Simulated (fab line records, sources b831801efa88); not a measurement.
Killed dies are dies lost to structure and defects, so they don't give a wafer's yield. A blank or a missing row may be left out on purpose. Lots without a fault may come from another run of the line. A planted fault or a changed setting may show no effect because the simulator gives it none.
fab line records | flow sky130
record lots=5 wafers=15 last_day=49
route steps=708 shown VT_ADJUST_HVTP@94 VT_ADJUST_LVTN@97 PAD_OPEN@708
lots that met no fault: from a run of the same line without faults
start_h: hours from the record's first day to the start of the lot's first wafer shown | wait_h: hours since the lot's step before | " the same as in the row above | L1.1+2: a row that stands for several wafers | - no value, or no start given | * or withheld: withheld | < > ~ a bound
route shown NAME@n: a module of which the file shows steps, and the number in the route of the first | usual: mean/standard deviation of fault-free wafers | same: alike in all rows | chamber/n: place in a boat | sites: the reading at each site | _std_site: their standard deviation | _edge_site: outer sites' mean less inner sites' | radius_mm: how far each site lies from the wafer's centre | mask NAME#n: copy n | behind: the tool/chamber that last shaped the wafer | hold: why the lot was held/for how many hours/how that ended | device: the transistor (n, p or np) that didn't switch | end of line: the same wafers' tests at the end of the route | a step without rows: its recipe alone | killed: dies lost to structure and defects at the first sort, not the wafer's yield | map: a wafer's dies, x killed, . not, _ none there
set.NAME: the setting as run; set.NAME@STEP: as run at that earlier step | model.NAME: the simulator's own value behind a step, which no gauge read
lots at some steps of the route; a table a step, a row a wafer
services: from which hour (start_h, from the record's first day; less than 0 if before it) a tool's chamber was out of use, for how many hours, and why
## steps
# step SKY_VT_ADJUST_HVTP_IMPLANT_09
# recipe species=As energy_kev=150 dose_cm2=4.3e+12 tilt_deg=withheld
# step SKY_VT_ADJUST_HVTP_STRIP_10
# recipe chemistry=O2/N2 power_w=1400 pressure_mtorr=1500 platen_temp_c=withheld o2_flow_sccm=3000 n2_flow_sccm=300 overash_fraction=0.5
# usual drypump_motor_current_A=5.61/0.24 o2_flow_sccm=3002/8.2 oes_product_au=0.716/0.0044 strip_time_to_endpoint_s=14.19/0.043
# columns lot.wafer tool chamber start_h wait_h drypump_motor_current_A o2_flow_sccm oes_product_au rf_hours_counter_h strip_time_to_endpoint_s
L207.1 plasma_asher-03 1 146.78 0.1 5.89 3004 0.718 35 14.14
L207.2 " 0 " " 5.14 3000 0.721 35 14.13
L207.6 " 0 " " 5.14 2984 0.720 - 14.14
L210.1 plasma_asher-01 1 161.39 0.1 5.67 3003 0.708 4 14.24
L210.3 " 0 " " 5.57 3003 0.718 - 14.23
L210.5 " 0 " " 5.55 3002 0.711 - 14.22
L213.1 plasma_asher-03 1 185.04 0.1 5.87 3007 0.714 39 14.20
L213.3 " 1 " " 5.84 3007 0.710 - 14.14
L213.4 " 0 " " 5.13 2998 0.709 - 14.18
L214.1 plasma_asher-01 0 185.34 0.1 5.55 2997 0.712 7 14.20
L214.2 " 1 " " 5.73 2993 0.714 7 14.20
L214.3 " 0 " " 5.58 3000 0.709 - 14.26
L224.1 plasma_asher-01 0 248.39 0.1 5.59 2998 0.715 13 14.22
L224.4 " 0 " " 5.58 2992 0.717 - 14.22
L224.6 " 0 " " 5.57 2992 0.718 - 14.20
# step SKY_VT_ADJUST_HVTP_TW_MEAS_11
# usual VT_ADJUST_HVTP_TW=1349/7.9
# columns lot.wafer tool chamber start_h wait_h VT_ADJUST_HVTP_TW
L207.1 film_metro-04 - 146.88 0.1 1353
L207.2 " - " " 1353
L207.6 " - " " 1364
L210.1 film_metro-04 - 161.49 0.1 1350
L210.3 " - " " 1356
L210.5 " - " " 1355
L213.1 film_metro-03 - 185.14 0.1 1345
L213.3 " - " " 1337
L213.4 " - " " 1336
L214.1 film_metro-02 - 185.44 0.1 1345
L214.2 " - " " 1351
L214.3 " - " " 1354
L224.1 film_metro-02 - 248.49 0.1 1351
L224.4 " - " " 1343
L224.6 " - " " 1354
# step SKY_VT_ADJUST_LVTN_DEHYDRATE_00
# recipe temp_c=200 time_s=60
# step SKY_VT_ADJUST_LVTN_HMDS_01
# recipe prime_time_s=60 prime_temp_c=120
# step SKY_VT_ADJUST_LVTN_COAT_02
# recipe spin_rpm=2000 resist_thk_nm=3000
# step SKY_VT_ADJUST_LVTN_SOFTBAKE_03
# recipe temp_c=110 time_s=withheld
# step SKY_VT_ADJUST_LVTN_EXPOSE_04
# recipe mask_id=NWM_COMPLEMENT_LESS_NATIVE na=0.6 source_shape=conventional sigma_outer=0.6 polarization=unpolarized target_cd_nm=840 dose_mj=194
# step SKY_VT_ADJUST_LVTN_PEB_05
# recipe temp_c=115 time_s=withheld
# step SKY_VT_ADJUST_LVTN_DEVELOP_06
# recipe wall_angle_deg=90 developer=TMAH develop_time_s=60 dev_temp_c=23
# step SKY_VT_ADJUST_LVTN_OVL_MEAS_07
# usual VT_ADJUST_LVTN_OVL=0.3/1.5
# columns lot.wafer tool chamber start_h wait_h VT_ADJUST_LVTN_OVL[nm]
L207.1 overlay-01 - 167.24 - 1.8
L207.2 " - " " 1.1
L207.6 " - " " 3.1
L210.1 overlay-02 - 182.22 - 1.3
L210.3 " - " " 0.4
L210.5 " - " " 0.1
L213.1 overlay-02 - 206.44 - -0.6
L213.3 " - " " -1.5
L213.4 " - " " -1.5
L214.1 overlay-02 - 206.82 - 1.4
L214.2 " - " " 3.0
L214.3 " - " " 3.3
L224.1 overlay-01 - 272.34 - 1.7
L224.4 " - " " 1.2
L224.6 " - " " 2.6
# step SKY_VT_ADJUST_LVTN_IMPLANT_08
# recipe species=B energy_kev=30 dose_cm2=1.57e+12 tilt_deg=withheld
# step SKY_VT_ADJUST_LVTN_STRIP_09
# recipe chemistry=O2/N2 power_w=1400 pressure_mtorr=1500 platen_temp_c=withheld o2_flow_sccm=3000 n2_flow_sccm=300 overash_fraction=0.5
# usual drypump_motor_current_A=5.6/0.31 o2_flow_sccm=3002/8.3 oes_product_au=0.723/0.0052 strip_time_to_endpoint_s=36.92/0.095
# columns lot.wafer tool chamber start_h wait_h drypump_motor_current_A o2_flow_sccm oes_product_au rf_hours_counter_h strip_time_to_endpoint_s model.coat_of_VT_ADJUST_LVTN_COAT_02.thk_nm
L207.1 plasma_asher-04 0 167.42 0.1 5.4 2999 0.721 48 36.95 0
L207.2 " 1 " " 5.9 2990 0.718 48 36.88 0
L207.6 " 0 " " 5.4 3006 0.721 - 36.97 0
L210.1 plasma_asher-03 0 182.41 0.1 5.1 3004 0.724 39 36.95 0
L210.3 " 1 " " 5.9 3015 0.724 - 36.84 0
L210.5 " 0 " " 5.1 2996 0.723 - 36.80 0
L213.1 plasma_asher-03 0 206.62 0.1 5.1 2997 0.918 41 - 1837
L213.3 " 0 " " 5.1 3004 0.917 - - 1837
L213.4 " 1 " " 5.9 2995 0.925 - - 1837
L214.1 plasma_asher-04 1 207.00 0.1 5.9 3029 0.724 52 36.76 0
L214.2 " 0 " " 5.4 3008 0.719 52 36.90 0
L214.3 " 1 " " 5.9 3016 0.726 - 36.94 0
L224.1 plasma_asher-02 0 272.52 0.1 5.4 3001 0.726 53 36.84 0
L224.4 " 1 " " 6.0 3002 0.720 - 36.99 0
L224.6 " 0 " " 5.4 2991 0.724 - 36.98 0
# step SKY_VT_ADJUST_LVTN_TW_MEAS_10
# usual VT_ADJUST_LVTN_TW=241.1/1.2
# columns lot.wafer tool chamber start_h wait_h VT_ADJUST_LVTN_TW
L207.1 film_metro-04 - 167.52 0.1 241.4
L207.2 " - " " 241.8
L207.6 " - " " 241.4
L210.1 film_metro-01 - 182.51 0.1 241.7
L210.3 " - " " 240.5
L210.5 " - " " 242.0
L213.1 film_metro-02 - 206.72 0.1 239.4
L213.3 " - " " 239.7
L213.4 " - " " 238.7
L214.1 film_metro-01 - 207.10 0.1 242.6
L214.2 " - " " 241.7
L214.3 " - " " 240.9
L224.1 film_metro-02 - 272.62 0.1 238.6
L224.4 " - " " 238.8
L224.6 " - " " 239.4
# step SKY_VT_ADJUST_LVTN_DEHYDRATE_11
# recipe temp_c=200 time_s=60
# step SKY_VT_ADJUST_LVTN_HMDS_12
# recipe prime_time_s=60 prime_temp_c=120
# step SKY_VT_ADJUST_LVTN_COAT_13
# recipe resist=NOVOLAK spin_rpm=3000 resist_thk_nm=1140
# step SKY_VT_ADJUST_LVTN_SOFTBAKE_14
# recipe temp_c=90 time_s=60 resist=NOVOLAK
# step SKY_VT_ADJUST_LVTN_EXPOSE_15
# recipe mask_id=HVN_STD_DERIVED na=0.6 source_shape=conventional sigma_outer=0.6 polarization=unpolarized target_cd_nm=600 dose_mj=163
# step SKY_VT_ADJUST_LVTN_PEB_16
# recipe temp_c=withheld time_s=* resist=NOVOLAK
# step SKY_VT_ADJUST_LVTN_DEVELOP_17
# recipe resist=NOVOLAK developer=TMAH develop_time_s=60 dev_temp_c=23
# step SKY_VT_ADJUST_LVTN_OVL_MEAS_18
# usual VT_ADJUST_LVTN_01_OVL=-0.3/1.5
# columns lot.wafer tool chamber start_h wait_h VT_ADJUST_LVTN_01_OVL[nm]
L207.1 overlay-01 - 188.41 0.1 1.7
L207.2 " - " " 0.1
L207.6 " - " " -0.1
L210.1 overlay-02 - 203.59 0.2 -1.6
L210.3 " - " " -0.1
L210.5 " - " " 0.3
L213.1 overlay-02 - 229.16 0.1 -1.1
L213.3 " - " " -0.3
L213.4 " - " " -1.2
L214.1 overlay-02 - 229.39 0.1 -3.6
L214.2 " - " " -1.8
L214.3 " - " " -1.3
L224.1 overlay-01 - 296.72 0.1 1.3
L224.4 " - " " 1.9
L224.6 " - " " 2.5
# step SKY_VT_ADJUST_LVTN_IMPLANT_19
# recipe species=B energy_kev=30 dose_cm2=6.5e+11 tilt_deg=withheld
# step SKY_VT_ADJUST_LVTN_STRIP_20
# recipe chemistry=O2/N2 power_w=1400 pressure_mtorr=1500 platen_temp_c=withheld o2_flow_sccm=3000 n2_flow_sccm=300 overash_fraction=0.5
# usual drypump_motor_current_A=5.66/0.28 o2_flow_sccm=3000/8.1 oes_product_au=0.716/0.0047 strip_time_to_endpoint_s=14.18/0.036
# columns lot.wafer tool chamber start_h wait_h drypump_motor_current_A o2_flow_sccm oes_product_au rf_hours_counter_h strip_time_to_endpoint_s
L207.1 plasma_asher-04 0 188.60 0.1 5.43 2994 0.722 51 14.20
L207.2 " 1 " " 5.91 3007 0.712 51 14.20
L207.6 " 1 " " 5.91 3011 0.714 - 14.18
L210.1 plasma_asher-03 0 203.77 0.1 5.14 2999 0.713 41 14.19
L210.3 " 0 " " 5.12 2999 0.704 - 14.19
L210.5 " 0 " " 5.14 3010 0.718 - 14.19
L213.1 plasma_asher-02 1 229.35 0.1 6.05 2999 0.723 49 41.56
L213.3 " 1 " " 6.04 2995 0.722 - 41.51
L213.4 " 0 " " 5.42 2984 0.721 - 41.55
L214.1 plasma_asher-04 0 229.57 0.1 5.41 3007 0.709 55 14.18
L214.2 " 1 " " 5.91 3000 0.711 55 14.21
L214.3 " 0 " " 5.42 3005 0.722 - 14.19
L224.1 plasma_asher-04 0 296.91 0.1 5.39 3000 0.716 61 14.18
L224.4 " 0 " " 5.40 2994 0.720 - 14.18
L224.6 " 0 " " 5.39 3001 0.703 - 14.19
# step SKY_VT_ADJUST_LVTN_TW_MEAS_21
# usual VT_ADJUST_LVTN_2_TW=187.5/1.2
# columns lot.wafer tool chamber start_h wait_h hold VT_ADJUST_LVTN_2_TW
L207.1 film_metro-02 - 188.70 0.1 - 186.3
L207.2 " - " " - 187.5
L207.6 " - " " - 186.8
L210.1 film_metro-01 - 203.87 0.1 - 188.2
L210.3 " - " " - 188.2
L210.5 " - " " - 187.1
L213.1 film_metro-04 - 229.45 0.1 await_dispo/0.2h/release 30.0
L213.3 " - " " await_dispo/0.2h/release 30.0
L213.4 " - " " await_dispo/0.2h/release 30.1
L213.1 film_metro-04 - 229.67 0.2 - 29.9
L213.3 " - " " - 30.0
L213.4 " - " " - 30.0
L214.1 film_metro-01 - 229.67 0.1 - 186.9
L214.2 " - " " - 188.1
L214.3 " - " " - 188.6
L224.1 film_metro-04 - 297.01 0.1 - 187.7
L224.4 " - " " - 188.7
L224.6 " - " " - 188.5
# step SKY_PAD_OPEN_PROBE_99
# usual defect_limited_yield=82.5/1.7 killed_at_M0_to_M3=43/6.1 killed_at_M4_up=3.5/2 killed_at_contacts=25/5.1 killed_at_front_end=14/4.2 killed_at_other=0.3/0.55 killed_dies=86/8.3 killed_open=46/7.2 killed_short=39/6 sort_bin_3_pad_short=0.9/0.42 sort_bin_5_function=10.3/1.4 sort_bin_6_memory=6.3/1.1 sort_n_pass=406/8.3 sort_yield_pct=82.5/1.7
# same gross_dies=492 killed_at_back_side=0 sort_bin_4_leakage[%]=0 sort_bin_8_speed[%]=0
# columns lot.wafer tool chamber start_h wait_h defect_limited_yield[%] killed_at_M0_to_M3 killed_at_M4_up killed_at_contacts killed_at_front_end killed_at_other killed_dies killed_open killed_short sort_bin_3_pad_short[%] sort_bin_5_function[%] sort_bin_6_memory[%] sort_n_pass sort_yield_pct[%]
L207.1 prober-01 - 1106.64 0.1 82.1 41 5 25 17 0 88 56 32 0.4 10.6 6.9 404 82.1
L207.2 prober-01 - 1106.69 0.1 80.5 53 5 26 12 0 96 54 42 1.4 10.8 7.3 396 80.5
L207.6 prober-01 - 1106.89 0.2 85.4 35 5 21 11 0 72 35 37 0.8 8.1 5.7 420 85.4
L210.1 prober-02 - 1122.03 0.1 81.5 46 6 24 14 1 91 44 45 1.6 10.8 6.1 401 81.5
L210.3 prober-02 - 1122.13 0.2 83.3 35 3 32 12 0 82 44 38 0.8 10.2 5.7 410 83.3
L210.5 prober-02 - 1122.23 0.2 81.9 47 4 25 13 0 89 55 33 0.6 11.8 5.7 403 81.9
# killed by level:class
L207.1 CONTACT:geometric_particle:open=9 VIA2:geometric_particle:open=9 VIA1:geometric_particle:open=9 POLY_GATE:geometric_particle:short=7 LI_CONTACT:geometric_particle:open=7 VIA3:geometric_particle:open=5 FIELD_ISO:geometric_particle:open=4 SPACER:geometric_particle:open=4
L207.2 VIA2:geometric_particle:open=13 CONTACT:geometric_particle:open=12 VIA1:geometric_particle:open=10 VIA2:geometric_particle:short=6 CONTACT:geometric_particle:short=5 METAL1:geometric_particle:short=5 VIA1:geometric_particle:short=5 METAL4:geometric_particle:short=5
L207.6 VIA1:geometric_particle:open=10 CONTACT:geometric_particle:open=7 CONTACT:geometric_particle:short=6 METAL1:geometric_particle:short=5 VIA1:geometric_particle:short=4 LI_CONTACT:geometric_particle:open=4 METAL2:geometric_particle:short=4 VIA3:geometric_particle:open=4
L210.1 VIA1:geometric_particle:open=9 CONTACT:geometric_particle:open=7 VIA1:geometric_particle:short=7 VIA3:geometric_particle:open=7 METAL2:geometric_particle:short=6 LI_CONTACT:geometric_particle:short=5 LOCAL_INTERCONNECT:geometric_particle:short=5 VIA2:geometric_particle:open=5
L210.3 CONTACT:geometric_particle:open=10 VIA1:geometric_particle:open=9 VIA3:geometric_particle:open=9 LI_CONTACT:geometric_particle:short=8 LOCAL_INTERCONNECT:geometric_particle:short=6 FIELD_ISO:geometric_particle:short=5 CONTACT:geometric_particle:short=5 FIELD_ISO:geometric_particle:open=4
L210.5 CONTACT:geometric_particle:open=12 VIA1:geometric_particle:open=11 VIA2:geometric_particle:open=8 VIA3:geometric_particle:open=8 VIA1:geometric_particle:short=7 METAL1:geometric_particle:short=7 CONTACT:geometric_particle:short=5 LOCAL_INTERCONNECT:geometric_particle:short=4
## services
# columns tool chamber start_h hours kind
plasma_asher-04 - 234.41 0.7 repair
plasma_asher-01 - 290.98 15.6 pm
plasma_asher-04 - 294.56 1.1 repair
## key
first_sign step=SKY_VT_ADJUST_LVTN_STRIP_09 reading=oes_product_au direction=up sigmas=38 usual=0.723 struck=0.920
effect step=SKY_VT_ADJUST_LVTN_STRIP_20 reading=strip_time_to_endpoint_s direction=up sigmas=99+ usual=* struck=*
effect step=SKY_VT_ADJUST_LVTN_TW_MEAS_21 reading=visit direction=added
effect step=SKY_VT_ADJUST_LVTN_TW_MEAS_21 reading=VT_ADJUST_LVTN_2_TW direction=down sigmas=99+ usual=187.5 struck=30.0
model_effect step=SKY_VT_ADJUST_LVTN_STRIP_09 value=coat_of_VT_ADJUST_LVTN_COAT_02.thk_nm without=0 struck=1837
met_at SKY_VT_ADJUST_LVTN_STRIP_09
struck_wafers L213.1,L213.3,L213.4
scrapped_behind SKY_VT_ADJUST_LVTN_TW_MEAS_21 L213.1,L213.3,L213.4
onset_between 182.41 206.62
fault kind=strip_aborted tool=plasma_asher-03 chamber=- onset_h=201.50 steps=SKY_VT_ADJUST_LVTN_STRIP_09 offset=0.82541 end_h=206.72
